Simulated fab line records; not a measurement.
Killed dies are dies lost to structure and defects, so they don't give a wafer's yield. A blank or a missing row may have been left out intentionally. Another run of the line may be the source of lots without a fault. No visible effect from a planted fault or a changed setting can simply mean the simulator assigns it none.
fab line records	flow gf180mcu
record lots=11	wafers=32	last_day=34
route steps=602 shown V4@480 MIM@504 TOP_METAL@569 PASSIVATION@599
lots untouched by any fault: they come from a run of this same line in which no faults occurred
start_h: the number of hours between the record's first day and the start of the first shown wafer of the lot	wait_h: how many hours have passed since the lot's step before this one	" the same as in the row above	L1.1+2: one row covering several wafers at once	- no value present, or no start provided	* or withheld: withheld	< > ~ a bound
route shown NAME@n: NAME is a module with steps in the file, n the number in the route of the first one	usual: mean/standard deviation of fault-free wafers	same: alike in all rows	chamber/n: place in a boat	sites: the reading at each site	_std_site: the values' standard deviation	_edge_site: outer sites' mean less inner sites'	radius_mm: for every site, how far away it sits from the centre of the wafer	mask NAME#n: copy n	behind: the tool/chamber that last shaped the wafer	hold: why the lot was held/for how many hours/how that ended	device: the transistor (n, p or np) that didn't switch	end of line: the tests these same wafers got at the end of their route	a step with no rows: only its recipe	killed: the dies lost at the first sort to structure and to defects; this is not the yield of the wafer	map: the dies of a wafer, with x for killed, . for not killed, _ for no die there
set.NAME: the run value of the setting; set.NAME@STEP: its run value at that earlier step	model.NAME: the simulator's own value behind a step, which no gauge read
steps of the route over a sample of lots; a table a step, a row a wafer
services: when a tool's chamber went out of use (start_h, in hours from the record's first day, below 0 if earlier), for how many hours, and the reason
## steps
# step GF_V4_CMP_04
# recipe material=SiO2	down_force_psi=4	platen_rpm=60	pad_velocity_m_s=0.94248
# usual motor_current_A=12.2/1.9	time_to_endpoint_s=79/5.1
lot.wafer	tool	chamber	start_h	wait_h	motor_current_A	time_to_endpoint_s
L301.4	cmp-01	1	538.93	0.2	15.3	90
L301.3	"	2	"	"	10.2	85
L301.6	"	1	"	"	14.0	88
L302.4	cmp-02	2	546.90	0.0	15.0	78
L302.3	"	3	"	"	12.6	75
L302.6	"	2	"	"	14.2	83
L309.1	cmp-02	0	606.81	0.1	11.3	71
L309.2	"	2	"	"	13.3	72
L311.1	cmp-02	0	619.87	0.1	10.9	71
L311.4	"	1	"	"	9.5	77
L311.2	"	3	"	"	12.0	68
L314.3	cmp-01	3	639.91	0.1	13.3	74
L314.6	"	1	"	"	15.6	85
L314.5	"	2	"	"	10.8	85
L318.2	cmp-02	0	671.96	0.1	11.0	69
L318.3	"	3	"	"	11.9	73
L318.5	"	0	"	"	11.1	76
L319.3	cmp-02	0	675.60	0.2	10.9	71
L319.6	"	2	"	"	14.2	80
L319.5	"	3	"	"	11.7	80
L320.4	cmp-01	2	685.01	0.1	10.7	85
L320.3	"	3	"	"	14.4	77
L320.6	"	0	"	"	11.9	82
L321.2	cmp-02	1	696.68	0.5	9.9	74
L321.3	"	2	"	"	13.8	85
L321.6	"	0	"	"	11.5	71
L322.3	cmp-02	3	700.01	0.3	12.0	77
L322.5	"	1	"	"	9.5	75
L322.6	"	2	"	"	13.5	83
L323.4	cmp-01	1	706.74	0.0	14.6	85
L323.1	"	3	"	"	14.2	74
L323.6	"	2	"	"	10.7	82
# step GF_MIM_SPUTTER_01
# recipe material=TiN	target_thk_nm=30	power_w=6500	time_s=25	chamber_pressure_pa=0.4
# usual throttle_valve_pct=30.0/0.93
lot.wafer	tool	chamber	start_h	wait_h	throttle_valve_pct
L301.3	pvd_sputter-01	-	563.21	0.1	31.3
L301.4	"	-	"	"	31.3
L301.6	"	-	"	"	31.5
L302.3	pvd_sputter-01	-	569.86	0.1	29.5
L302.4	"	-	"	"	29.5
L302.6	"	-	"	"	31.1
L309.1	pvd_sputter-02	-	629.22	0.1	29.0
L309.2	"	-	"	"	29.6
L311.1	pvd_sputter-04	-	642.18	0.1	30.7
L311.2	"	-	"	"	29.2
L311.4	"	-	"	"	29.9
L314.3	pvd_sputter-04	-	661.49	0.1	29.2
L314.5	"	-	"	"	29.0
L314.6	"	-	"	"	30.8
L318.2	pvd_sputter-02	-	692.72	0.1	30.2
L318.3	"	-	"	"	29.1
L318.5	"	-	"	"	28.2
L319.3	pvd_sputter-01	-	696.08	0.1	31.4
L319.5	"	-	"	"	32.0
L319.6	"	-	"	"	29.5
L320.3	pvd_sputter-01	-	705.78	0.1	31.4
L320.4	"	-	"	"	30.9
L320.6	"	-	"	"	31.6
L321.2	pvd_sputter-01	-	716.38	0.1	31.4
L321.3	"	-	"	"	29.7
L321.6	"	-	"	"	30.7
L322.3	pvd_sputter-04	-	720.04	0.1	31.0
L322.5	"	-	"	"	30.9
L322.6	"	-	"	"	29.6
L323.1	pvd_sputter-02	-	727.10	0.1	29.3
L323.4	"	-	"	"	29.8
L323.6	"	-	"	"	29.1
# step GF_TOP_METAL_SPUTTER_02
# recipe material=AlCu	target_thk_nm=900	power_w=10600	chamber_pressure_pa=0.3	substrate_temp_c=250	gas=Ar	time_s=47.82
# usual throttle_valve_pct=30.2/1.1
lot.wafer	tool	chamber	start_h	wait_h	throttle_valve_pct
L301.3	pvd_sputter-03	-	631.28	0.0	32.2
L301.4	"	-	"	"	30.1
L301.6	"	-	"	"	32.1
L302.3	pvd_sputter-02	-	636.44	0.0	28.9
L302.4	"	-	"	"	30.2
L302.6	"	-	"	"	28.4
L309.1	pvd_sputter-03	-	691.51	0.0	31.0
L309.2	"	-	"	"	30.2
L311.1	pvd_sputter-01	-	703.48	0.0	29.5
L311.2	"	-	"	"	31.5
L311.4	"	-	"	"	30.7
L314.3	pvd_sputter-01	-	720.40	0.0	31.0
L314.5	"	-	"	"	31.3
L314.6	"	-	"	"	31.4
L318.2	pvd_sputter-02	-	749.00	0.0	29.7
L318.3	"	-	"	"	28.5
L318.5	"	-	"	"	29.9
L319.3	pvd_sputter-02	-	750.71	0.0	29.9
L319.5	"	-	"	"	29.9
L319.6	"	-	"	"	28.6
L320.3	pvd_sputter-02	-	759.80	0.0	30.1
L320.4	"	-	"	"	28.3
L320.6	"	-	"	"	29.2
L321.2	pvd_sputter-01	-	770.84	0.0	31.4
L321.3	"	-	"	"	29.5
L321.6	"	-	"	"	29.6
L322.3	pvd_sputter-03	-	773.71	0.0	30.2
L322.5	"	-	"	"	30.3
L322.6	"	-	"	"	30.8
L323.1	pvd_sputter-02	-	779.64	0.0	29.9
L323.4	"	-	"	"	28.4
L323.6	"	-	"	"	28.9
# step GF_TOP_METAL_RS_MEAS_05
# recipe thk_meas_gauge=four-point-probe	reads=TiN_of_TOP_METAL_SPUTTER_04+Ti_of_TOP_METAL_SPUTTER_03+AlCu_of_TOP_METAL_SPUTTER_02+TiN_of_TOP_METAL_SPUTTER_01+Ti_of_TOP_METAL_SPUTTER_00
# usual TOP_METAL_ALCU_RS=0.0330/0.00034
lot.wafer	tool	chamber	start_h	wait_h	TOP_METAL_ALCU_RS[ohm/sq]
L301.3	film_metro-04	-	631.41	0.1	0.0328
L301.4	"	-	"	"	0.0329
L301.6	"	-	"	"	0.0329
L302.3	film_metro-02	-	636.57	0.1	0.0333
L302.4	"	-	"	"	0.0333
L302.6	"	-	"	"	0.0334
L309.1	film_metro-04	-	691.60	0.0	0.0347
L309.2	"	-	"	"	0.0326
L311.1	film_metro-02	-	703.57	0.0	0.0329
L311.2	"	-	"	"	0.0328
L311.4	"	-	"	"	0.0330
L314.3	film_metro-03	-	720.53	0.1	0.0335
L314.5	"	-	"	"	0.0333
L314.6	"	-	"	"	0.0337
L318.2	film_metro-03	-	749.11	0.0	0.0332
L318.3	"	-	"	"	0.0330
L318.5	"	-	"	"	0.0333
L319.3	film_metro-03	-	750.84	0.1	0.0337
L319.5	"	-	"	"	0.0338
L319.6	"	-	"	"	0.0334
L320.3	film_metro-02	-	759.93	0.1	0.0338
L320.4	"	-	"	"	0.0333
L320.6	"	-	"	"	0.0332
L321.2	film_metro-02	-	770.95	0.0	0.0331
L321.3	"	-	"	"	0.0334
L321.6	"	-	"	"	0.0334
L322.3	film_metro-02	-	773.84	0.1	0.0328
L322.5	"	-	"	"	0.0325
L322.6	"	-	"	"	0.0328
L323.1	film_metro-02	-	779.73	0.0	0.0329
L323.4	"	-	"	"	0.0328
L323.6	"	-	"	"	0.0330
# step GF_TOP_METAL_THK_MEAS_06
# recipe thk_meas_gauge=xrf	reads=AlCu_of_TOP_METAL_SPUTTER_02
# usual TOP_METAL_ALCU_THK=899/11
lot.wafer	tool	chamber	start_h	wait_h	TOP_METAL_ALCU_THK[nm]
L301.3	film_metro-04	-	631.51	0.1	917
L301.4	"	-	"	"	913
L301.6	"	-	"	"	916
L302.3	film_metro-02	-	636.67	0.1	882
L302.4	"	-	"	"	882
L302.6	"	-	"	"	885
L309.1	film_metro-04	-	691.72	0.1	859
L309.2	"	-	"	"	912
L311.1	film_metro-02	-	703.69	0.1	896
L311.2	"	-	"	"	900
L311.4	"	-	"	"	886
L314.3	film_metro-03	-	720.63	0.1	889
L314.5	"	-	"	"	896
L314.6	"	-	"	"	889
L318.2	film_metro-03	-	749.22	0.1	890
L318.3	"	-	"	"	898
L318.5	"	-	"	"	889
L319.3	film_metro-03	-	750.94	0.1	880
L319.5	"	-	"	"	872
L319.6	"	-	"	"	886
L320.3	film_metro-02	-	760.03	0.1	873
L320.4	"	-	"	"	885
L320.6	"	-	"	"	888
L321.2	film_metro-02	-	771.06	0.1	894
L321.3	"	-	"	"	883
L321.6	"	-	"	"	888
L322.3	film_metro-02	-	773.94	0.1	903
L322.5	"	-	"	"	908
L322.6	"	-	"	"	897
L323.1	film_metro-02	-	779.85	0.1	900
L323.4	"	-	"	"	899
L323.6	"	-	"	"	898
# step GF_PASSIVATION_STRIP_12
# recipe chemistry=O2/N2	power_w=1400	pressure_mtorr=1500	platen_temp_c=250	o2_flow_sccm=3000	n2_flow_sccm=300	overash_fraction=0.5
# usual drypump_motor_current_A=6.2/0.44	heater_power_w=336/19	oes_product_au=0.719/0.0044	strip_time_to_endpoint_s=32.83/0.26
lot.wafer	tool	chamber	start_h	wait_h	drypump_motor_current_A	heater_power_w	oes_product_au	rf_hours_counter_h	strip_time_to_endpoint_s
L301.3	plasma_asher-01	1	672.54	0.2	5.6	311	0.725	-	32.66
L301.4	"	0	"	"	6.4	324	0.719	-	33.03
L301.6	"	0	"	"	6.4	321	0.719	-	32.44
L302.3	plasma_asher-04	0	677.74	0.2	5.5	345	0.723	-	32.55
L302.4	"	1	"	"	6.2	366	0.721	-	33.00
L302.6	"	1	"	"	6.2	357	0.714	-	32.67
L309.1	plasma_asher-02	1	728.15	0.1	6.3	352	0.710	62	33.12
L309.2	"	0	"	"	6.7	321	0.713	62	32.87
L311.1	plasma_asher-01	1	739.30	0.1	5.6	317	0.729	32	32.78
L311.2	"	0	"	"	6.4	318	0.719	32	32.75
L311.4	"	1	"	"	5.6	311	0.721	-	32.56
L314.3	plasma_asher-01	1	756.36	0.2	5.6	317	0.722	-	33.04
L314.5	"	1	"	"	5.6	316	0.714	-	32.90
L314.6	"	0	"	"	6.4	329	0.714	-	33.05
L318.2	plasma_asher-02	0	781.61	0.1	6.7	315	0.711	68	33.19
L318.3	"	1	"	"	6.3	364	0.722	-	33.29
L318.5	"	0	"	"	6.7	314	0.725	-	33.10
L319.3	plasma_asher-02	1	783.28	0.2	6.3	375	0.722	-	32.83
L319.5	"	0	"	"	6.7	318	0.715	-	32.45
L319.6	"	1	"	"	6.3	359	0.717	-	33.11
L320.3	plasma_asher-04	0	792.73	0.2	5.5	361	0.724	-	32.91
L320.4	"	1	"	"	6.2	351	0.722	-	32.82
L320.6	"	1	"	"	6.2	360	0.722	-	32.95
L321.2	plasma_asher-01	0	801.56	0.1	6.4	328	0.721	39	33.08
L321.3	"	1	"	"	5.6	322	0.714	-	33.07
L321.6	"	1	"	"	5.6	319	0.714	-	33.10
L322.3	plasma_asher-02	0	805.46	0.2	6.7	318	0.719	-	33.02
L322.5	"	1	"	"	6.3	364	0.716	-	32.98
L322.6	"	0	"	"	6.7	314	0.716	-	32.55
L323.1	plasma_asher-02	0	810.96	0.1	6.7	321	0.721	73	33.10
L323.4	"	1	"	"	6.3	357	0.726	-	32.49
L323.6	"	0	"	"	6.7	313	0.715	-	32.57
## services
tool	chamber	start_h	hours	kind
cmp-01	-	536.46	2.4	repair
cmp-01	-	541.42	2.0	repair
cmp-01	-	553.34	5.5	pm
cmp-01	-	570.77	2.2	repair
cmp-01	-	572.99	4.0	pm
cmp-01	-	595.90	4.9	repair
cmp-01	-	607.83	0.8	repair
pvd_sputter-04	-	615.04	2.4	repair
cmp-02	-	624.80	6.6	pm
plasma_asher-01	-	642.67	16.8	pm
cmp-02	-	648.50	1.3	repair
pvd_sputter-01	-	652.05	24.1	repair
cmp-02	-	666.23	5.1	repair
cmp-02	-	685.59	1.4	repair
cmp-01	-	695.46	4.9	pm
pvd_sputter-04	-	701.15	1.3	repair
pvd_sputter-04	-	714.41	4.5	repair
cmp-02	-	725.93	0.3	repair
cmp-01	-	734.23	1.1	repair
cmp-02	-	737.98	0.9	repair
cmp-02	-	744.00	4.0	pm
pvd_sputter-03	-	747.67	7.3	repair
pvd_sputter-01	-	750.26	4.6	repair
pvd_sputter-03	-	789.65	1.3	repair
## key
first_sign step=GF_TOP_METAL_RS_MEAS_05	reading=TOP_METAL_ALCU_RS	direction=up	sigmas=4.9	usual=0.0330	struck=0.0347
effect step=GF_TOP_METAL_THK_MEAS_06	reading=TOP_METAL_ALCU_THK	direction=down	sigmas=3.4	usual=899	struck=859
met_at GF_TOP_METAL_SPUTTER_02
struck_lots L309
struck_wafers L309.1
not_acting_at GF_V4_CMP_04,GF_MIM_SPUTTER_01,GF_PASSIVATION_STRIP_12
onset_between 631.28 691.51
fault kind=process_parameter_drift	tool=pvd_sputter-03	chamber=-	onset_h=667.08	steps=GF_TOP_METAL_SPUTTER_02	channel=time_s	offset=*	shape=step	end_h=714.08	scope=struck_wafers_only	acts_in=*	stated=*
